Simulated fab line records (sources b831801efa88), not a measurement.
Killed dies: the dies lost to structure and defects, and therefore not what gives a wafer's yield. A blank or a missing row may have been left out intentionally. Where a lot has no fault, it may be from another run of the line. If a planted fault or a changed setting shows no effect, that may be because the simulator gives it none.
fab line records -- flow sky130
record: lots: 11, wafers: 33, lastDay: 49
route steps=708 shown POLY_GATE@228 LDD_LDN@296 SD_P@329 LI_CONTACT@375
lots with no fault: from the same line, run without faults
startH: start of the lot's first displayed wafer, in hours after the record's first day -- waitH: hours from the lot's prior step to this one -- " repeats the value in the row above -- L1.1+2: a single row standing in for several wafers -- - no value, or no start given -- * or withheld: withheld -- < > ~ a bound
route shown NAME@n: a module of which the file shows steps, and the number in the route of the first -- usual: mean and standard deviation over wafers with no fault -- same: alike in all rows -- chamber/n: place in a boat -- sites: each site's reading -- _std_site: the standard deviation of these -- _edge_site: outer sites' mean less inner sites' -- radiusMm: for every site, how far away it sits from the centre of the wafer -- mask NAME#n: copy n -- behind: the tool/chamber that last shaped the wafer -- hold: what put the lot on hold/how long, in hours/how the hold closed -- device: the transistor (n, p or np) that didn't switch -- end of line: tests run on the same wafers once the route is complete -- a step without rows: its recipe alone -- killed: dies lost to structure and defects at the first sort, not the wafer's yield -- map: a wafer's dies, marking killed ones x, the rest . and places with no die _
set.NAME: the setting as run; set.NAME@STEP: as run at that earlier step -- model.NAME: the simulator's own value behind a step, which no gauge read
one table for each step of the route and one row for each wafer, over a sample of lots
services: from which hour (startH, from the record's first day; less than 0 if before it) a tool's chamber was out of use, for how many hours, and why
== steps ==
step: SKY_POLY_GATE_OVL_MEAS_14
usual: POLY_GATE_OVL: 0/5.1
lot.wafer,tool,chamber,startH,waitH,POLY_GATE_OVL[nm]
L768.1,overlay-01,-,366.78,0.1,4
L768.3,overlay-01,-,366.78,0.1,8
L768.5,overlay-01,-,366.78,0.1,-1
L770.2,overlay-01,-,389.74,0.1,4
L770.5,overlay-01,-,389.74,0.1,-2
L770.6,overlay-01,-,389.74,0.1,5
L771.1,overlay-02,-,391.72,0.1,-8
L771.4,overlay-02,-,391.72,0.1,5
L771.5,overlay-02,-,391.72,0.1,-3
L773.2,overlay-02,-,411.43,0.1,-1
L773.5,overlay-02,-,411.43,0.1,-7
L773.6,overlay-02,-,411.43,0.1,-2
L777.1,overlay-01,-,450.88,0.1,-2
L777.2,overlay-01,-,450.88,0.1,-1
L777.4,overlay-01,-,450.88,0.1,-6
L778.3,overlay-01,-,457.48,0.1,2
L778.5,overlay-01,-,457.48,0.1,6
L778.6,overlay-01,-,457.48,0.1,4
L779.1,overlay-01,-,469.78,0.1,0
L779.2,overlay-01,-,469.78,0.1,4
L779.3,overlay-01,-,469.78,0.1,0
L780.3,overlay-02,-,475.87,0.1,-5
L780.5,overlay-02,-,475.87,0.1,-2
L780.6,overlay-02,-,475.87,0.1,-3
L782.2,overlay-01,-,494.64,0.1,5
L782.3,overlay-01,-,494.64,0.1,10
L782.6,overlay-01,-,494.64,0.1,7
L784.2,overlay-01,-,506.17,0.1,4
L784.3,overlay-01,-,506.17,0.1,-2
L784.5,overlay-01,-,506.17,0.1,3
L785.1,overlay-01,-,518.37,0.1,0
L785.2,overlay-01,-,518.37,0.1,8
L785.4,overlay-01,-,518.37,0.1,5
step: SKY_LDD_LDN_OVL_MEAS_07
usual: LDD_LDN_OVL: 0.3/1.4
lot.wafer,tool,chamber,startH,waitH,LDD_LDN_OVL[nm]
L768.1,overlay-01,-,521.31,0.1,3.0
L768.3,overlay-01,-,521.31,0.1,1.5
L768.5,overlay-01,-,521.31,0.1,3.2
L770.2,overlay-02,-,543.65,0.1,-0.1
L770.5,overlay-02,-,543.65,0.1,0.8
L770.6,overlay-02,-,543.65,0.1,0.1
L771.1,overlay-02,-,546.67,0.1,-0.7
L771.4,overlay-02,-,546.67,0.1,-0.9
L771.5,overlay-02,-,546.67,0.1,-1.5
L773.2,overlay-01,-,569.98,0.1,1.3
L773.5,overlay-01,-,569.98,0.1,2.3
L773.6,overlay-01,-,569.98,0.1,3.9
L777.1,overlay-01,-,603.71,0.1,1.5
L777.2,overlay-01,-,603.71,0.1,0.0
L777.4,overlay-01,-,603.71,0.1,1.3
L778.3,overlay-01,-,610.32,0.1,-1.7
L778.5,overlay-01,-,610.32,0.1,-0.3
L778.6,overlay-01,-,610.32,0.1,0.2
L779.1,overlay-02,-,621.62,0.1,-1.3
L779.2,overlay-02,-,621.62,0.1,-2.2
L779.3,overlay-02,-,621.62,0.1,-0.6
L780.3,overlay-01,-,628.70,0.1,1.4
L780.5,overlay-01,-,628.70,0.1,-0.2
L780.6,overlay-01,-,628.70,0.1,-0.4
L782.2,overlay-01,-,645.60,0.1,0.9
L782.3,overlay-01,-,645.60,0.1,0.9
L782.6,overlay-01,-,645.60,0.1,0.5
L784.2,overlay-02,-,653.87,0.1,1.1
L784.3,overlay-02,-,653.87,0.1,0.8
L784.5,overlay-02,-,653.87,0.1,-0.5
L785.1,overlay-01,-,664.87,0.1,-0.2
L785.2,overlay-01,-,664.87,0.1,-0.1
L785.4,overlay-01,-,664.87,0.1,2.4
step: SKY_SD_P_IMPLANT_09
recipe: species: BF2, energyKev: 20, doseCm2: 3e+15, tiltDeg: 0
usual: beamEnergyKeV: 20.001/0.0068, tiltDeg: 0.002/0.018
same: implantIonAmu: 49
lot.wafer,tool,chamber,startH,waitH,beamEnergyKeV,tiltDeg
L768.1,implanter-04,0,583.52,0.0,19.994,-0.018
L768.3,implanter-04,0,583.52,0.0,19.999,-0.003
L768.5,implanter-04,0,583.52,0.0,19.995,-0.018
L770.2,implanter-02,0,604.33,0.0,19.999,0.010
L770.5,implanter-02,0,604.33,0.0,19.999,0.009
L770.6,implanter-02,0,604.33,0.0,19.999,-0.007
L771.1,implanter-02,0,606.80,0.0,20.010,-0.001
L771.4,implanter-02,0,606.80,0.0,20.015,0.001
L771.5,implanter-02,0,606.80,0.0,20.009,0.023
L773.2,implanter-04,0,633.55,0.1,20.004,-0.028
L773.5,implanter-04,0,633.55,0.1,20.000,0.004
L773.6,implanter-04,0,633.55,0.1,20.001,-0.009
L777.1,implanter-02,0,661.58,0.0,19.998,0.016
L777.2,implanter-02,0,661.58,0.0,19.993,-0.043
L777.4,implanter-02,0,661.58,0.0,19.999,-0.019
L778.3,implanter-02,0,673.43,0.1,20.000,0.000
L778.5,implanter-02,0,673.43,0.1,19.995,-0.001
L778.6,implanter-02,0,673.43,0.1,19.997,0.002
L779.1,implanter-02,0,680.47,0.0,20.003,-0.014
L779.2,implanter-02,0,680.47,0.0,19.997,-0.003
L779.3,implanter-02,0,680.47,0.0,19.996,-0.017
L780.3,implanter-02,0,684.22,0.1,20.012,-0.004
L780.5,implanter-02,0,684.22,0.1,20.008,-0.017
L780.6,implanter-02,0,684.22,0.1,19.997,0.027
L782.2,implanter-01,0,700.98,0.0,19.993,-0.006
L782.3,implanter-01,0,700.98,0.0,20.008,-0.011
L782.6,implanter-01,0,700.98,0.0,19.995,-0.001
L784.2,implanter-02,0,713.99,0.0,16.285,0.005
L784.3,implanter-02,0,713.99,0.0,16.281,0.022
L784.5,implanter-02,0,713.99,0.0,16.282,0.015
L785.1,implanter-02,0,722.58,0.0,16.271,-0.008
L785.2,implanter-02,0,722.58,0.0,16.281,-0.018
L785.4,implanter-02,0,722.58,0.0,16.274,0.015
step: SKY_SD_P_STRIP_10
recipe: chemistry: O2/N2, powerW: 1400, pressureMtorr: 1500, platenTempC: withheld, o2FlowSccm: 3000, n2FlowSccm: 300, overashFraction: 0.5
usual: drypumpMotorCurrentA: 5.88/0.22, n2FlowSccm: 300.0/0.87, oesProductAu: 0.617/0.0046, stripTimeToEndpointS: 17.51/0.038
lot.wafer,tool,chamber,startH,waitH,drypumpMotorCurrentA,n2FlowSccm,oesProductAu,rfHoursCounterH,stripTimeToEndpointS
L768.1,plasmaAsher-02,0,583.67,0.1,5.68,299.4,0.616,90,17.47
L768.3,plasmaAsher-02,1,583.67,0.1,5.90,300.3,0.616,-,17.45
L768.5,plasmaAsher-02,0,583.67,0.1,5.71,300.3,0.624,-,17.47
L770.2,plasmaAsher-03,1,604.45,0.1,6.26,299.4,0.620,82,17.52
L770.5,plasmaAsher-03,0,604.45,0.1,5.62,299.7,0.620,-,17.47
L770.6,plasmaAsher-03,1,604.45,0.1,6.26,299.8,0.624,-,17.48
L771.1,plasmaAsher-02,1,606.95,0.1,5.86,299.2,0.620,92,17.58
L771.4,plasmaAsher-02,0,606.95,0.1,5.68,301.7,0.613,-,17.60
L771.5,plasmaAsher-02,1,606.95,0.1,5.87,299.7,0.615,-,17.59
L773.2,plasmaAsher-04,1,633.68,0.1,5.91,301.2,0.617,51,17.55
L773.5,plasmaAsher-04,1,633.68,0.1,5.92,301.7,0.613,-,17.56
L773.6,plasmaAsher-04,0,633.68,0.1,5.90,299.9,0.624,-,17.51
L777.1,plasmaAsher-03,0,661.73,0.1,5.62,301.1,0.614,89,17.54
L777.2,plasmaAsher-03,1,661.73,0.1,6.26,298.8,0.621,89,17.54
L777.4,plasmaAsher-03,1,661.73,0.1,6.29,299.5,0.618,-,17.55
L778.3,plasmaAsher-03,0,673.56,0.1,5.60,301.3,0.618,-,17.50
L778.5,plasmaAsher-03,1,673.56,0.1,6.25,299.3,0.612,-,17.49
L778.6,plasmaAsher-03,0,673.56,0.1,5.58,300.3,0.622,-,17.54
L779.1,plasmaAsher-03,1,680.62,0.1,6.25,300.3,0.609,91,17.54
L779.2,plasmaAsher-03,0,680.62,0.1,5.61,300.0,0.606,91,17.53
L779.3,plasmaAsher-03,1,680.62,0.1,6.26,300.1,0.619,-,17.57
L780.3,plasmaAsher-02,1,684.35,0.1,5.89,299.0,0.616,-,17.49
L780.5,plasmaAsher-02,0,684.35,0.1,5.69,299.2,0.624,-,17.52
L780.6,plasmaAsher-02,1,684.35,0.1,5.88,298.7,0.615,-,17.49
L782.2,plasmaAsher-04,0,701.10,0.1,5.92,298.9,0.618,57,17.52
L782.3,plasmaAsher-04,1,701.10,0.1,5.93,300.9,0.613,-,17.53
L782.6,plasmaAsher-04,1,701.10,0.1,5.92,298.9,0.610,-,17.51
L784.2,plasmaAsher-02,1,714.12,0.1,5.87,301.1,0.635,104,16.92
L784.3,plasmaAsher-02,1,714.12,0.1,5.88,298.6,0.630,-,16.96
L784.5,plasmaAsher-02,0,714.12,0.1,5.68,299.0,0.636,-,16.93
L785.1,plasmaAsher-03,0,722.73,0.1,5.61,300.1,0.626,94,16.98
L785.2,plasmaAsher-03,1,722.73,0.1,6.26,300.7,0.622,94,16.94
L785.4,plasmaAsher-03,1,722.73,0.1,6.26,299.9,0.632,-,16.95
step: SKY_SD_P_TW_MEAS_11
usual: SD_P_TW: 2844/16
lot.wafer,tool,chamber,startH,waitH,hold,SD_P_TW
L768.1,filmMetro-02,-,583.77,0.1,-,2845
L768.3,filmMetro-02,-,583.77,0.1,-,2833
L768.5,filmMetro-02,-,583.77,0.1,-,2833
L770.2,filmMetro-01,-,604.56,0.1,-,2861
L770.5,filmMetro-01,-,604.56,0.1,-,2826
L770.6,filmMetro-01,-,604.56,0.1,-,2846
L771.1,filmMetro-02,-,607.05,0.1,-,2848
L771.4,filmMetro-02,-,607.05,0.1,-,2846
L771.5,filmMetro-02,-,607.05,0.1,-,2839
L773.2,filmMetro-02,-,633.79,0.1,-,2828
L773.5,filmMetro-02,-,633.79,0.1,-,2827
L773.6,filmMetro-02,-,633.79,0.1,-,2825
L777.1,filmMetro-02,-,661.83,0.1,-,2845
L777.2,filmMetro-02,-,661.83,0.1,-,2851
L777.4,filmMetro-02,-,661.83,0.1,-,2844
L778.3,filmMetro-02,-,673.65,0.1,-,2838
L778.5,filmMetro-02,-,673.65,0.1,-,2837
L778.6,filmMetro-02,-,673.65,0.1,-,2841
L779.1,filmMetro-01,-,680.72,0.1,-,2852
L779.2,filmMetro-01,-,680.72,0.1,-,2855
L779.3,filmMetro-01,-,680.72,0.1,-,2858
L780.3,filmMetro-01,-,684.44,0.1,-,2869
L780.5,filmMetro-01,-,684.44,0.1,-,2870
L780.6,filmMetro-01,-,684.44,0.1,-,2857
L782.2,filmMetro-02,-,701.21,0.1,-,2842
L782.3,filmMetro-02,-,701.21,0.1,-,2823
L782.6,filmMetro-02,-,701.21,0.1,-,2838
L784.2,filmMetro-01,-,714.23,0.1,awaitDispo/0.2h/release,2694
L784.3,filmMetro-01,-,714.23,0.1,awaitDispo/0.2h/release,2676
L784.5,filmMetro-01,-,714.23,0.1,awaitDispo/0.2h/release,2694
L784.2,filmMetro-01,-,714.45,0.2,-,2684
L784.3,filmMetro-01,-,714.45,0.2,-,2682
L784.5,filmMetro-01,-,714.45,0.2,-,2672
L785.1,filmMetro-01,-,722.83,0.1,awaitDispo/0.2h/release,2691
L785.2,filmMetro-01,-,722.83,0.1,awaitDispo/0.2h/release,2688
L785.4,filmMetro-01,-,722.83,0.1,awaitDispo/0.2h/release,2692
L785.1,filmMetro-01,-,723.05,0.2,-,2679
L785.2,filmMetro-01,-,723.05,0.2,-,2687
L785.4,filmMetro-01,-,723.05,0.2,-,2706
step: SKY_SD_N_RS_MEAS_17
recipe: thkMeasGauge: four-point-probe
usual: SD_P_RS: 147.0/0.37
lot.wafer,tool,chamber,startH,waitH,hold,SD_P_RS[ohm/sq]
L768.1,filmMetro-02,-,647.79,0.1,-,146.9
L768.3,filmMetro-02,-,647.79,0.1,-,147.1
L768.5,filmMetro-02,-,647.79,0.1,-,147.0
L770.2,filmMetro-02,-,658.22,0.1,-,147.2
L770.5,filmMetro-02,-,658.22,0.1,-,147.0
L770.6,filmMetro-02,-,658.22,0.1,-,147.5
L771.1,filmMetro-03,-,664.38,0.1,-,147.0
L771.4,filmMetro-03,-,664.38,0.1,-,146.5
L771.5,filmMetro-03,-,664.38,0.1,-,146.5
L773.2,filmMetro-01,-,687.58,0.1,-,146.4
L773.5,filmMetro-01,-,687.58,0.1,-,146.8
L773.6,filmMetro-01,-,687.58,0.1,-,146.5
L777.1,filmMetro-03,-,716.60,0.1,-,147.3
L777.2,filmMetro-03,-,716.60,0.1,-,147.1
L777.4,filmMetro-03,-,716.60,0.1,-,146.9
L778.3,filmMetro-03,-,728.56,0.1,-,146.2
L778.5,filmMetro-03,-,728.56,0.1,-,146.5
L778.6,filmMetro-03,-,728.56,0.1,-,146.2
L779.1,filmMetro-01,-,736.35,0.1,-,147.0
L779.2,filmMetro-01,-,736.35,0.1,-,147.1
L779.3,filmMetro-01,-,736.35,0.1,-,147.3
L780.3,filmMetro-02,-,739.32,0.1,-,146.5
L780.5,filmMetro-02,-,739.32,0.1,-,146.9
L780.6,filmMetro-02,-,739.32,0.1,-,146.8
L782.2,filmMetro-03,-,757.59,0.1,-,147.1
L782.3,filmMetro-03,-,757.59,0.1,-,146.7
L782.6,filmMetro-03,-,757.59,0.1,-,147.1
L784.2,filmMetro-03,-,769.79,0.1,awaitDispo/0.2h/release,160.3
L784.3,filmMetro-03,-,769.79,0.1,awaitDispo/0.2h/release,161.0
L784.5,filmMetro-03,-,769.79,0.1,awaitDispo/0.2h/release,160.7
L784.2,filmMetro-03,-,770.08,0.3,-,160.8
L784.3,filmMetro-03,-,770.08,0.3,-,161.2
L784.5,filmMetro-03,-,770.08,0.3,-,160.6
L785.1,filmMetro-01,-,776.69,0.1,awaitDispo/0.2h/release,161.1
L785.2,filmMetro-01,-,776.69,0.1,awaitDispo/0.2h/release,161.3
L785.4,filmMetro-01,-,776.69,0.1,awaitDispo/0.2h/release,161.1
L785.1,filmMetro-01,-,776.97,0.3,-,161.1
L785.2,filmMetro-01,-,776.97,0.3,-,160.9
L785.4,filmMetro-01,-,776.97,0.3,-,161.2
step: SKY_LI_CONTACT_OVL_MEAS_13
usual: LI_CONTACT_OVL: -5/4.8
lot.wafer,tool,chamber,startH,waitH,LI_CONTACT_OVL[nm]
L768.1,overlay-01,-,675.42,0.1,-10
L768.3,overlay-01,-,675.42,0.1,-5
L768.5,overlay-01,-,675.42,0.1,-12
L770.2,overlay-01,-,687.27,0.1,-5
L770.5,overlay-01,-,687.27,0.1,-5
L770.6,overlay-01,-,687.27,0.1,0
L771.1,overlay-01,-,692.42,0.1,-5
L771.4,overlay-01,-,692.42,0.1,-5
L771.5,overlay-01,-,692.42,0.1,2
L773.2,overlay-02,-,715.12,0.1,-11
L773.5,overlay-02,-,715.12,0.1,-6
L773.6,overlay-02,-,715.12,0.1,-7
L777.1,overlay-01,-,744.66,0.1,-6
L777.2,overlay-01,-,744.66,0.1,-10
L777.4,overlay-01,-,744.66,0.1,-11
L778.3,overlay-02,-,757.12,0.1,-1
L778.5,overlay-02,-,757.12,0.1,-9
L778.6,overlay-02,-,757.12,0.1,-10
L779.1,overlay-01,-,763.89,0.1,-13
L779.2,overlay-01,-,763.89,0.1,-3
L779.3,overlay-01,-,763.89,0.1,-5
L780.3,overlay-01,-,766.55,0.1,1
L780.5,overlay-01,-,766.55,0.1,6
L780.6,overlay-01,-,766.55,0.1,-1
L782.2,overlay-01,-,784.77,0.1,-6
L782.3,overlay-01,-,784.77,0.1,-5
L782.6,overlay-01,-,784.77,0.1,-11
L784.2,overlay-01,-,797.15,0.1,-1
L784.3,overlay-01,-,797.15,0.1,0
L784.5,overlay-01,-,797.15,0.1,-10
L785.1,overlay-02,-,803.54,0.1,-10
L785.2,overlay-02,-,803.54,0.1,-13
L785.4,overlay-02,-,803.54,0.1,-6
== services ==
tool,chamber,startH,hours,kind
plasmaAsher-04,-,567.41,3.6,repair
implanter-02,-,573.52,4.5,pm
implanter-01,-,576.75,120.1,pm
plasmaAsher-02,-,589.34,9.6,repair
implanter-04,-,599.98,1.2,repair
implanter-02,-,647.55,2.9,pm
implanter-04,-,662.30,2.0,repair
plasmaAsher-04,-,673.12,2.3,repair
plasmaAsher-03,-,682.43,3.5,repair
implanter-02,-,695.29,2.4,repair
implanter-01,-,703.15,5.7,repair
implanter-04,-,721.50,1.9,repair
== key ==
firstSign: step: SKY_SD_P_IMPLANT_09, reading: beamEnergyKeV, direction: down, sigmas: 99+, usual: *, struck: *
effect: step: SKY_SD_P_STRIP_10, reading: stripTimeToEndpointS, direction: down, sigmas: 15, usual: *, struck: *
effect: step: SKY_SD_P_TW_MEAS_11, reading: visit, direction: added
effect: step: SKY_SD_P_TW_MEAS_11, reading: SD_P_TW, direction: down, sigmas: 9.5, usual: 2844, struck: 2689
effect: step: SKY_SD_N_RS_MEAS_17, reading: SD_P_RS, direction: up, sigmas: 37, usual: 147.0, struck: 160.9
metAt SKY_SD_P_IMPLANT_09
struckLots L784,L785
testerLeftOut L784,L785
notActingAt SKY_POLY_GATE_OVL_MEAS_14,SKY_LDD_LDN_OVL_MEAS_07,SKY_LI_CONTACT_OVL_MEAS_13
onsetBetween 684.22 713.99
fault: kind: processParameterDrift, tool: implanter-02, chamber: -, onsetH: 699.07, steps: SKY_SD_P_IMPLANT_09, channel: energyKev, offset: *, shape: step, endH: 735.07, actsIn: *, stated: *
testerLeftOut: of these lots the tester's yield and bins aren't shown, on N5 and GAA mostly nor the transistor test; their killed dies are dies lost to structure and defects alone, not to doping, threshold or leakage, so they don't give the yield
